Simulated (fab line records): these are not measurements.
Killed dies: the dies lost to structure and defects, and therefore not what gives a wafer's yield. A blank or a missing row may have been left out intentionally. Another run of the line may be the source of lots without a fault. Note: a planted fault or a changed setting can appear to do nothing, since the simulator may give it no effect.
8D (eight disciplines) problem report, filled in by code -- flow sky130 -- the parts of the form that need people (team, actions taken, sign-off) are left out

1. WHAT IS WRONG
Wafers free of any fault read 936 nm (standard deviation 9.2) for LI_CONTACT_HDPCVD_THK at SKY_LI_CONTACT_THK_MEAS_01, against a mean of 1122 nm on 6 wafers of 2 lots. That is +20 standard deviations from the usual mean.
Seen first at day 32 03:23 on film metro-03, wafer L246.4. The record has a number at this step for 33 wafers belonging to 11 lots. Rule for "out" (also "out of limits"): further than 4 standard deviations from the usual mean. Any other wafer with a number is counted as sound.

2. WHAT IT IS AND WHAT IT IS NOT
question,is,is not
which readings at this step,LI_CONTACT_HDPCVD_THK,-
which lots,"L246, L247","L235, L237, L238, L240, L243, L244, L250, L256, L257"
which wafers of those lots,all that have a number,-
read on which gauges,"film metro-01, film metro-03",film metro-02
when,from day 32 03:23,"up to then (18 sound wafers); but 9 sound wafers of L250, L256, L257 came after"

3. SUSPECTS, AND WHAT RULES EACH OUT
Counting: a tool stays on the suspect list if, at a process step up to the reading, it processed all lots that are out and no sound lot following the first of them.
- the gauge at SKY_LI_CONTACT_THK_MEAS_01 is ruled out. The wafers that are out were read on 2 gauges (film metro-01, film metro-03).
- hdpcvd-02 at SKY_LI_CONTACT_HDPCVD_00 (deposits PSG, target thk 930 nm, time 155 s): ruled out as a lasting fault. Sound lots L256 ran on it after its first lot that is out, L246 (day 32 03:19).
Left after counting: nothing in the record.

4. THE CAUSE (what the simulator had put in)
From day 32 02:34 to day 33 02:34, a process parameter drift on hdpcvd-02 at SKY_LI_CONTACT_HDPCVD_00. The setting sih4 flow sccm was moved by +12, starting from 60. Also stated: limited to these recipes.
Counting ruled it out, wrongly: the rule takes a fault to strike every lot that its tool runs from its start on, and this one did not.

5. SEQUENCE OF EFFECTS, ordered by route
Each row: a reading where the mean over the struck wafers with a number is more than 3 standard deviations away from the usual. Scope: only readings with a usual standard deviation given in the record; hours: median across lots of the time from each lot's start at the first step in this table that gives one to its start at this step; sigmas: change in usual standard deviations.
hours,step,reading,usual,on struck wafers,change,sigmas
0,SKY_LI_CONTACT_HDPCVD_00,sih4 flow sccm,59.99 sccm,71.90,+11.91,+66
0,SKY_LI_CONTACT_THK_MEAS_01,LI_CONTACT_HDPCVD_THK,936 nm,1122,+186,+20
0,SKY_LI_CONTACT_CMP_02,time to endpoint s,34 s,50,+16,+5.1
Its process steps:
- SKY_LI_CONTACT_HDPCVD_00: deposits PSG, target thk 930 nm, time 155 s.
- SKY_LI_CONTACT_CMP_02: polishes PSG.
Later steps that measure or inspect, where all struck wafers having a row at the step show a number for every such reading and not one has moved that far: SKY_LI_CONTACT_BOW_MEAS_03.

6. HOW IT WOULD HAVE BEEN CAUGHT EARLIER
In this record the first reading out of limits at a measuring or inspecting step was taken at day 32 03:23, 1 hour after the fault began at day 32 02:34.
At SKY_LI_CONTACT_HDPCVD_00, the tool's own readings (sih4 flow sccm) were out on each struck wafer the step has a row for, so an alarm limit on them would have fired on the first such wafer.
